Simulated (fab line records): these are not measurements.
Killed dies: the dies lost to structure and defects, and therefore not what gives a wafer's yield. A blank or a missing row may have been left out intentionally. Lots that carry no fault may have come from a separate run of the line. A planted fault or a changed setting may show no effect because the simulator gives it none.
Shared-tool check :: flow gf180mcu :: 39 wafers sampled across 13 lots

## WHY THIS WAS OPENED
At GF_PSD_CD_MEAS_07 the reading cd nm is flagged on 1 of 13 lots. Wafers without a fault read 399.8 nm, standard deviation 2.4.
Rule: a lot is flagged when every wafer of it that has a number lies more than 4 standard deviations from that mean, or none has a number. All remaining lots are regarded as sound.

lot: L771
measured: day 14 11:26
on: cd sem-02
cd nm (nm), wafer by wafer: 402.3 399.8 398.8
flag: 

lot: L772
measured: day 14 19:12
on: cd sem-01
cd nm (nm), wafer by wafer: 399.7 400.9 399.6
flag: 

lot: L774
measured: day 15 14:59
on: cd sem-01
cd nm (nm), wafer by wafer: 397.9 398.4 399.3
flag: 

lot: L775
measured: day 15 20:35
on: cd sem-01
cd nm (nm), wafer by wafer: 397.6 395.6 395.2
flag: 

lot: L776
measured: day 16 07:46
on: cd sem-02
cd nm (nm), wafer by wafer: 401.0 399.6 400.3
flag: 

lot: L777
measured: day 17 01:00
on: cd sem-01
cd nm (nm), wafer by wafer: 397.6 399.9 400.0
flag: 

lot: L779
measured: day 17 12:48
on: cd sem-02
cd nm (nm), wafer by wafer: 402.0 400.4 398.6
flag: 

lot: L780
measured: day 17 23:06
on: cd sem-01
cd nm (nm), wafer by wafer: 398.8 399.9 400.8
flag: 

lot: L781
measured: day 18 05:55
on: cd sem-02
cd nm (nm), wafer by wafer: 404.5 403.7 402.4
flag: 

lot: L782
measured: day 18 13:29
on: cd sem-02
cd nm (nm), wafer by wafer: 401.0 398.7 398.8
flag: 

lot: L785
measured: day 19 11:16
on: cd sem-01
cd nm (nm), wafer by wafer: 400.6 401.1 400.5
flag: 

lot: L789
measured: day 20 23:20
on: cd sem-02
cd nm (nm), wafer by wafer: 402.1 401.1 401.0
flag: 

lot: L790
measured: day 21 08:13
on: cd sem-01
cd nm (nm), wafer by wafer: 316.7 315.0 315.7
flag: FLAGGED
The numbers of the flagged lots are 315.8 nm on average: -84.0 nm against the usual, or -35 standard deviations.

## TOOL THAT RAN EACH LOT
The record keeps 1 process step preceding the reading, out of 602 steps on the route. In each cell: the tool, then ch and the chambers that the sampled wafers went through, then the start.
lot: L771
flag: 
GF_PSD_EXPOSE_04: iline stepper-01 ch 0, day 14 01:31

lot: L772
flag: 
GF_PSD_EXPOSE_04: iline stepper-02 ch 0, day 14 08:55

lot: L774
flag: 
GF_PSD_EXPOSE_04: iline stepper-01 ch 0, day 15 04:39

lot: L775
flag: 
GF_PSD_EXPOSE_04: iline stepper-01 ch 0, day 15 09:59

lot: L776
flag: 
GF_PSD_EXPOSE_04: iline stepper-01 ch 0, day 15 20:43

lot: L777
flag: 
GF_PSD_EXPOSE_04: iline stepper-01 ch 0, day 16 14:28

lot: L779
flag: 
GF_PSD_EXPOSE_04: iline stepper-02 ch 0, day 17 01:36

lot: L780
flag: 
GF_PSD_EXPOSE_04: iline stepper-02 ch 0, day 17 11:33

lot: L781
flag: 
GF_PSD_EXPOSE_04: iline stepper-01 ch 0, day 17 18:38

lot: L782
flag: 
GF_PSD_EXPOSE_04: iline stepper-01 ch 0, day 18 01:59

lot: L785
flag: 
GF_PSD_EXPOSE_04: iline stepper-01 ch 0, day 18 23:44

lot: L789
flag: 
GF_PSD_EXPOSE_04: iline stepper-01 ch 0, day 20 11:41

lot: L790
flag: FLAGGED
GF_PSD_EXPOSE_04: iline stepper-02 ch 0, day 20 20:51
What is done by these steps:
- GF_PSD_EXPOSE_04: exposes mask Pplus, target cd 400 nm.
- GF_PSD_CD_MEAS_07: target cd 400 nm.

## FLAGGED OVER TOTAL, TOOL BY TOOL (the gauges that took the reading come last)
step: GF_PSD_EXPOSE_04
tool: iline stepper-01
lots run: 9
flagged: 0
share of the flagged lots: none
sound lots run after its first flagged lot: -

step: GF_PSD_EXPOSE_04
tool: iline stepper-02
lots run: 4
flagged: 1
share of the flagged lots: all
sound lots run after its first flagged lot: 0

step: GF_PSD_CD_MEAS_07
tool: cd sem-01
lots run: 7
flagged: 1
share of the flagged lots: all
sound lots run after its first flagged lot: 0

step: GF_PSD_CD_MEAS_07
tool: cd sem-02
lots run: 6
flagged: 0
share of the flagged lots: none
sound lots run after its first flagged lot: -

## WHAT THE TABLE ALLOWS
Rows of the table that ran all the flagged lots, 2 in number: iline stepper-02 at GF_PSD_EXPOSE_04; cd sem-01 at GF_PSD_CD_MEAS_07.
- iline stepper-02 at GF_PSD_EXPOSE_04 ran 4 lots, 1 of them flagged. It ran its last sound lot, L780, at day 17 11:33 and its first flagged lot, L790, at day 20 20:51: a fault with its onset between the two fits.
- cd sem-01 at GF_PSD_CD_MEAS_07 ran 7 lots, 1 of them flagged. It ran its last sound lot, L785, at day 19 11:16 and its first flagged lot, L790, at day 21 08:13: a fault with its onset between the two fits.
A lot count leaves these 2 tools indistinguishable: every one of them fits a fault beginning at some hour. More lots, or a look at what each step does to the wafer, might.

## WHAT THE SIMULATOR HAD PUT IN
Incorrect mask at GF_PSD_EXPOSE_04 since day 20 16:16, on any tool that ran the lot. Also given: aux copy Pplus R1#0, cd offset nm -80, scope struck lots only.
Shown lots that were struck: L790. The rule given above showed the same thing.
